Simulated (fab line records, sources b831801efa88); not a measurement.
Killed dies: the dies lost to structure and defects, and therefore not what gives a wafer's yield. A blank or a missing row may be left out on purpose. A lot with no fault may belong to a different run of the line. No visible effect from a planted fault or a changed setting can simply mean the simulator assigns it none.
Chamber matching | flow gf180mcu | GF_V1_CMP_26 on cmp-01: 4 sister chambers
The step polishes, stops on SiO2, t overpolish 15 s, target thk 0 nm. 8 wafers are shown with their chamber, then 12 later ones without.

## EACH WAFER AND ITS CHAMBER
wafer  | chamber | motor-current-A (A) | time-to-endpoint-s (s)
L084.4 | 0       | 12.1                | 89
L086.1 | 0       | 12.6                | 82
L090.1 | 2       | 10.0                | 87
L090.4 | 3       | 12.8                | 84
L090.5 | 1       | 10.5                | 87
L089.3 | 3       | 12.6                | 85
L089.4 | 1       | 10.4                | 92
L089.5 | 2       | 9.2                 | 90

## WAFERS WITH NO CHAMBER GIVEN
wafer  | motor-current-A (A) | time-to-endpoint-s (s)
L091.2 | 11.7                | 90
L091.5 | 9.7                 | 90
L091.6 | 9.9                 | 90
L095.1 | 12.6                | 87
L095.2 | 12.1                | 82
L095.4 | 9.9                 | 85
L096.1 | 9.8                 | 85
L096.2 | 12.8                | 85
L096.3 | 10.1                | 86
L096.4 | 12.3                | 83
L096.5 | 12.8                | 84
L096.6 | 9.4                 | 85

## EACH ONE'S CHAMBER
wafer  | from the rows above          | in truth
L091.2 | can't be placed: 0 or 3 or 1 | 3
L091.5 | can't be placed: 2 or 1      | 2
L091.6 | can't be placed: 2 or 1      | 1
L095.1 | can't be placed: 3 or 0      | 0
L095.2 | can't be placed: 0 or 3      | 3
L095.4 | can't be placed: 2 or 1      | 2
L096.1 | can't be placed: 2 or 1      | 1
L096.2 | can't be placed: 3 or 0      | 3
L096.3 | can't be placed: 1 or 2      | 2
L096.4 | can't be placed: 0 or 3      | 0
L096.5 | can't be placed: 3 or 0      | 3
L096.6 | 2                            | 2
Placed correctly: 1 of 12. Unplaceable from these rows: 11, with the true chamber sitting among the candidates in 11. Number placed wrongly: 0.
How it was worked out, from the rows above alone: a wafer's distance from a chamber is the root of the sum, over the readings, of the square of ((its reading less the chamber's mean) divided by the reading's scatter). If the next closest chamber is less than 2 further off than the closest, the wafer can't be placed; otherwise it belongs to the closest. A chamber's mean is the mean of its shown wafers. The scatter: the root of (the sum of the squares of (reading less its chamber's mean) over the shown wafers, divided by (wafers less chambers)).
